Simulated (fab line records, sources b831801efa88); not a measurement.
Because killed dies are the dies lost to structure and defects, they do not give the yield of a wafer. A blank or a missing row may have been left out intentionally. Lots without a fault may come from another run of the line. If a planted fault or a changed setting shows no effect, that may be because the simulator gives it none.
Which tool did it? -- flow sky130 -- 36 wafers from 12 lots sampled at 3 of the route's 708 steps

WHAT THE GAUGES SHOWED, per wafer
SKY_LOCAL_INTERCONNECT_OVL_MEAS_12. Usual: LOCAL_INTERCONNECT_OVL typically reads -4 nm, with standard deviation 5.4.
lot,measured,on,LOCAL_INTERCONNECT_OVL (nm),flag
L684,day 31 14:40,overlay-01,1 -2 -1,
L685,day 31 15:22,overlay-01,-10 -7 -14,
L687,day 32 17:26,overlay-01,2 -3 -2,
L686,day 32 18:40,overlay-02,-3 -7 -9,
L689,day 32 20:37,overlay-02,2 -5 5,
L688,day 33 08:40,overlay-02,0 0 -2,
L690,day 33 18:34,overlay-01,-3 0 -6,
L698,day 35 15:58,overlay-01,-10 -9 -6,
L701,day 36 09:11,overlay-01,0 -13 -7,
L705,day 37 09:04,overlay-02,1 2 -10,
L706,day 37 13:16,overlay-01,-9 -11 -6,
L707,day 37 17:23,overlay-02,-3 0 0,

SKY_METAL1_CD_MEAS_15: the cd target is 140 nm. Usual: cdNm 140.2 nm, standard deviation 1.3.
lot,measured,on,cdNm (nm),flag
L684,day 33 23:06,cdSem-01,140.4 140.1 139.8,
L685,day 33 23:56,cdSem-01,139.3 140.2 139.0,
L687,day 34 23:49,cdSem-02,138.3 138.7 138.5,
L686,day 35 01:39,cdSem-02,140.9 141.7 140.9,
L689,day 35 05:17,cdSem-01,142.2 142.5 141.6,
L688,day 35 17:00,cdSem-01,140.9 139.7 140.7,
L690,day 36 01:48,cdSem-01,140.7 140.7 140.3,
L698,day 37 21:28,cdSem-01,141.6 140.2 138.7,
L701,day 38 16:21,cdSem-01,139.2 140.0 140.3,
L705,day 39 13:51,cdSem-02,136.7 137.0 137.4,
L706,day 39 18:54,cdSem-02,142.1 141.3 140.8,
L707,day 39 22:24,cdSem-01,138.8 140.1 139.1,

EACH LOT AND THE TOOL THAT RAN IT (in order: tool; ch and the chambers of the sampled wafers; start)
lot,SKY_METAL1_SPUTTER_04
L684,"pvdSputter-04, day 32 21:28"
L685,"pvdSputter-02, day 32 22:07"
L687,"pvdSputter-02, day 33 20:58"
L686,"pvdSputter-02, day 33 22:40"
L689,"pvdSputter-02, day 34 01:31"
L688,"pvdSputter-02, day 34 13:32"
L690,"pvdSputter-03, day 35 00:26"
L698,"pvdSputter-04, day 36 20:13"
L701,"pvdSputter-03, day 37 14:07"
L705,"pvdSputter-04, day 38 13:37"
L706,"pvdSputter-03, day 38 18:12"
L707,"pvdSputter-04, day 38 22:04"
- SKY_METAL1_SPUTTER_04: material TiN, target thk 70 nm, time 58.3 s.

WHAT THE TOOLS THEMSELVES READ (means of the sampled wafers that have a number; where no wafer has one, the mark that the record gives instead)
SKY_METAL1_SPUTTER_04. Usual: throttleValvePct 30.5 %, standard deviation 0.69.
lot,tool,throttleValvePct (%),flag
L684,pvdSputter-04,30.3,
L685,pvdSputter-02,31.3,
L687,pvdSputter-02,30.7,
L686,pvdSputter-02,30.9,
L689,pvdSputter-02,31.4,
L688,pvdSputter-02,30.9,
L690,pvdSputter-03,30.5,
L698,pvdSputter-04,30.2,
L701,pvdSputter-03,29.7,
L705,pvdSputter-04,30.4,
L706,pvdSputter-03,30.5,
L707,pvdSputter-04,30.2,

THE ANSWER, worked out from the rows above alone
Rule: a lot is off if the mean of its wafers that have a number lies more than 3 standard deviations from the usual mean. A lot without any number at a reading at which 4 lots or more have one is off too. Where the step has rows for the other lots, those lots are counted as sound. The gauges are gone through in route order, then the tools' own readings, and for those a lot's mean is taken as printed above. The first step at which some lot is off is used, and at that step the reading that is off furthest; a lot without a number counts as furthest.
No lot is off at any reading shown: from this, nothing can be told.

WHAT HAD BEEN PUT IN BY THE SIMULATOR
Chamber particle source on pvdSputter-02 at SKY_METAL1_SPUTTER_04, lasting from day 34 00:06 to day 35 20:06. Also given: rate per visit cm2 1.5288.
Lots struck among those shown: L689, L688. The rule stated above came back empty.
